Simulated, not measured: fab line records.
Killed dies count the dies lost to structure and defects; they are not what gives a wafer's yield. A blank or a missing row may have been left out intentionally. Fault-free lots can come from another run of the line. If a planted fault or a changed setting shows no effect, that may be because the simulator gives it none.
A struck lot beside a sound one | flow gf180mcu | 14 out of 602 route steps
Sound: the wafers L153.1, L153.4, L153.6. Struck: wafers L150.1, L150.3, L150.6. At the end, the cause is stated.
At each step with rows: each side's tool, then ch and its chambers, then its first start. Under that, the readings that differ: sound wafers | struck wafers | difference of the means | sigmas: that difference in standard deviations of wafers without a fault.
alike: same words and numbers on both sides, and readings whose means sit less than 2 such deviations apart. not compared: any withheld reading, any reading some wafer has no value for, any bound like >300 that may hide the same value, and any number with overlapping values for which the record gives no deviation.
The two part at a step that has a row with sigmas, a row that says differs or no value, or rows on one side only. Numbers that have no deviation but don't overlap get no sigmas and don't part them. A reading missing from all wafers of one side parts the sides only when that side holds two or more wafers.

first, 2 steps without rows for these wafers: GF_M4_CLEAN_19 (cleans in DIW); GF_V4_CVD_00 (deposits SiO2, target thk 600 nm, time 100 s).
GF_V4_THK_MEAS_01:
  sound on film_metro-03 at day 29 10:53; struck on film_metro-01 at day 28 20:21
  alike: V4_CVD_00_THK
GF_V4_CVD_02: deposits SiO2 from TEOS, target thk 850 nm, time 94.851 s.
  sound on pecvd-02 ch 0,1,2, day 29 10:56; struck on pecvd-03 ch 1,2, day 28 20:25
  alike: heater_power_w, rf_fwd_power_W
GF_V4_THK_MEAS_03:
  sound on film_metro-04 at day 29 11:00; struck on film_metro-04 at day 28 20:29
  alike: V4_CVD_02_THK
GF_V4_CMP_04: polishes SiO2.
  sound on cmp-02 ch 0,2, day 29 11:07; struck on cmp-02 ch 1,2, day 28 20:35
  alike: motor_current_A, time_to_endpoint_s
GF_V4_BOW_MEAS_05:
  sound on film_metro-04 at day 29 11:22; struck on film_metro-01 at day 28 20:50
  alike: V4_BOW
then, 5 steps without rows for these wafers: GF_V4_DEHYDRATE_06 (time 60 s); GF_V4_HMDS_07 (prime time 60 s); GF_V4_COAT_08; GF_V4_COAT_09 (resist thk 1000 nm); GF_V4_SOFTBAKE_10 (time 60 s).
GF_V4_EXPOSE_11: exposes mask Via4, target cd 260 nm.
  sound on krf_scanner-01 ch 0, day 29 21:22; struck on krf_scanner-01, day 29 07:04
  no value came back on the struck wafers for exposure_dose_mJ_cm2, focus_offset_nm (nm), stage_vel_mm_s (mm/s); on the sound wafers exposure_dose_mJ_cm2 reads 38.27 38.26 38.26
  alike: mask
then, 1 step without rows for these wafers: GF_V4_PEB_12 (peb time 90 s).

== WHERE THEY PART ==
Within this record, at GF_V4_EXPOSE_11 only.

WHY: whatever the simulator had introduced
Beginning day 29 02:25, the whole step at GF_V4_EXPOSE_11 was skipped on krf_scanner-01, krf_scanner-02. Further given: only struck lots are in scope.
